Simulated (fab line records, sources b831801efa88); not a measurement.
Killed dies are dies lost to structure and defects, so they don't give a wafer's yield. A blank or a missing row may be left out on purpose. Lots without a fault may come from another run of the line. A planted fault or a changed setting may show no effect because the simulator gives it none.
Problem report in the 8D (eight disciplines) form, filled by code | flow gf180mcu | the parts of the form that need people (team, actions taken, sign-off) are left out

1. THE PROBLEM
beam_energy_keV at GF_NWELL_IMPLANT_09 reads a mean of 167.17 on 6 wafers of 2 lots; wafers without a fault read 160.00 with a standard deviation of 0.053. That is +99 or more standard deviations from the usual mean.
First seen on wafer L189.1, day 6 07:22, on implanter-04. The record holds 39 wafers of 13 lots with a number at this step. Rule for "out", or "out of limits": more than 4 standard deviations from the usual mean. The other wafers with a number count as sound.

2. WHAT IT IS AND WHAT IT IS NOT
question                    | is                     | is not
which readings at this step | beam_energy_keV        | -
which lots                  | L189, L191             | L177, L178, L179, L181, L182, L183, L184, L192, L193, L194, L196
which wafers of those lots  | all that have a number | -
read on which tools         | implanter-04           | implanter-01, implanter-03
when                        | from day 6 07:22       | up to then (21 sound wafers); but 12 sound wafers of L192, L193, L194, L196 came after

3. SUSPECTS, AND WHAT RULES EACH OUT
Counting: a tool at a process step up to the reading stays a suspect if it ran every lot that is out and no sound lot after the first of them.
- implanter-04 at GF_NWELL_IMPLANT_09: kept. It ran every lot that is out, first L189 (day 6 07:22), and no sound lot after that; its last sound lot up to then is L184 (day 5 04:28). Its own readings are out on those wafers: beam_energy_keV.
Left after counting: implanter-04 at GF_NWELL_IMPLANT_09.

4. THE CAUSE (what the simulator had put in)
Process parameter drift: implanter-04, from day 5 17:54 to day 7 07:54, at GF_NWELL_IMPLANT_09. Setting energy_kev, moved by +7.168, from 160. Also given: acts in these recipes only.
Counting left only this tool.

5. THE CHAIN OF EFFECTS, in route order
Each row: a reading whose mean over the struck wafers that have a number lies more than 3 standard deviations from the usual. Only readings for which the record gives a usual standard deviation are gone through. hours: the time from each lot's start at the first step in this table that gives one to its start at this step, as a median over the lots. sigmas: the change in usual standard deviations.
hours | step                | reading         | usual  | on struck wafers | change | sigmas
0     | GF_NWELL_IMPLANT_09 | beam_energy_keV | 160.00 | 167.17           | +7.17  | +99 or more
The process steps in it:
- GF_NWELL_IMPLANT_09
Later measuring or inspecting steps at which every struck wafer that the step has a row for has a number for every such reading, and none has moved that far: GF_V1_OVL_MEAS_15.

6. WHAT WOULD HAVE CAUGHT IT SOONER
In this record the first reading out of limits was taken at day 6 07:22, 13 hours after the fault began at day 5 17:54.
